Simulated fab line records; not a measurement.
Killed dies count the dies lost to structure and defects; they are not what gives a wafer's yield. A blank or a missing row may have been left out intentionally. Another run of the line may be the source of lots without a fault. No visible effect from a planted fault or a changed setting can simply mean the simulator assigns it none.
Check for tools in common    flow gf180mcu    Sampled: 13 lots, 39 wafers

## WHY IT WAS OPENED
2 of 13 lots carry a flag on the reading PSD_OVL at GF_PSD_OVL_MEAS_08. Wafers without a fault read -1.1 nm, standard deviation 1.3.
Rule: flag the lot when none of its wafers has a number, or when each of its wafers that has one lies beyond 4 standard deviations from that mean. The other lots count as sound.

lot   measured      on          PSD_OVL (nm), wafer by wafer  flag
L685  day 14 08:29  overlay-01  -0.7 -0.4 1.0                 
L686  day 14 12:50  overlay-01  0.7 1.2 0.9                   
L687  day 14 22:21  overlay-01  -2.3 -0.9 -0.3                
L688  day 15 07:44  overlay-02  -1.5 -2.2 -1.2                
L689  day 15 13:37  overlay-02  -0.1 -1.4 -2.2                
L690  day 16 00:07  overlay-02  -1.7 -0.6 0.7                 
L691  day 16 13:20  overlay-01  -0.8 -2.3 -3.0                
L694  day 17 04:20  overlay-01  -1.2 -1.8 -3.1                
L696  day 18 09:50  overlay-02  106.2 105.1 106.8             FLAGGED
L697  day 18 19:47  overlay-01  108.3 107.0 107.9             FLAGGED
L698  day 19 05:13  overlay-01  0.8 -0.5 -0.1                 
L703  day 20 16:20  overlay-01  -1.1 0.4 0.1                  
L705  day 21 10:22  overlay-02  -2.6 -1.6 -3.7                
Average over the flagged lots: 106.9 nm; offset from the usual +108.0 nm, equal to +83 standard deviations.

## WHICH TOOL RAN EACH LOT
2 process steps preceding the reading are held in the record, out of 602 steps in the route. Cell contents, in order: the tool; ch with the chambers the sampled wafers went through; the start.
lot   flag     GF_HV_LDD_STRIP_10                    GF_PSD_EXPOSE_04
L685           plasma asher-01 ch 0,1, day 10 04:43  iline stepper-02 ch 0, day 13 22:34
L686           plasma asher-04 ch 0,1, day 10 09:40  iline stepper-01 ch 0, day 14 02:33
L687           plasma asher-01 ch 0,1, day 10 16:55  iline stepper-02 ch 0, day 14 12:11
L688           plasma asher-04 ch 0,1, day 10 23:46  iline stepper-02 ch 0, day 14 21:13
L689           plasma asher-01 ch 0,1, day 11 05:49  iline stepper-01 ch 0, day 15 03:56
L690           plasma asher-01 ch 0,1, day 11 15:37  iline stepper-02 ch 0, day 15 13:20
L691           plasma asher-01 ch 0,1, day 12 01:49  iline stepper-01 ch 0, day 16 02:17
L694           plasma asher-04 ch 0,1, day 12 15:43  iline stepper-02 ch 0, day 16 16:44
L696  FLAGGED  plasma asher-04 ch 0,1, day 13 14:13  iline stepper-01 ch 0, day 17 22:02
L697  FLAGGED  plasma asher-01 ch 0, day 13 22:58    iline stepper-01 ch 0, day 18 07:53
L698           plasma asher-04 ch 0,1, day 14 07:37  iline stepper-02 ch 0, day 18 16:36
L703           plasma asher-01 ch 0,1, day 15 13:28  iline stepper-02 ch 0, day 20 04:31
L705           plasma asher-01 ch 0,1, day 16 07:43  iline stepper-02 ch 0, day 20 21:52
What the steps here do:
- GF_HV_LDD_STRIP_10: strips in O2/N2.
- GF_PSD_EXPOSE_04: exposes mask Pplus, target cd 400 nm.
- GF_PSD_OVL_MEAS_08

## FLAGGED OVER TOTAL, TOOL BY TOOL (the gauges that took the reading come last)
step                tool              lots run  flagged  share of the flagged lots  sound lots run after its first flagged lot
GF_HV_LDD_STRIP_10  plasma asher-01   8         1        some                       2 (L703,L705)
GF_HV_LDD_STRIP_10  plasma asher-04   5         1        some                       1 (L698)
GF_PSD_EXPOSE_04    iline stepper-01  5         2        all                        0
GF_PSD_EXPOSE_04    iline stepper-02  8         0        none                       -
GF_PSD_OVL_MEAS_08  overlay-01        8         1        some                       2 (L698,L703)
GF_PSD_OVL_MEAS_08  overlay-02        5         1        some                       1 (L705)

## WHAT THE TABLE PERMITS
All flagged lots share 1 row of the table, namely iline stepper-01 at GF_PSD_EXPOSE_04.
- iline stepper-01 at GF_PSD_EXPOSE_04: 2 of its 5 lots flagged. A fault beginning between L691 (day 16 02:17), its last sound lot, and L696 (day 17 22:02), its first flagged one, fits the data.
Left over: one tool, iline stepper-01 at GF_PSD_EXPOSE_04.

## WHAT HAD BEEN PUT IN BY THE SIMULATOR
Scanner matching overlay: iline stepper-01, from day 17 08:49 on, at GF_PSD_EXPOSE_04. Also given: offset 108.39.
Struck lots among those shown: L696, L697. Same finding as the rule above.
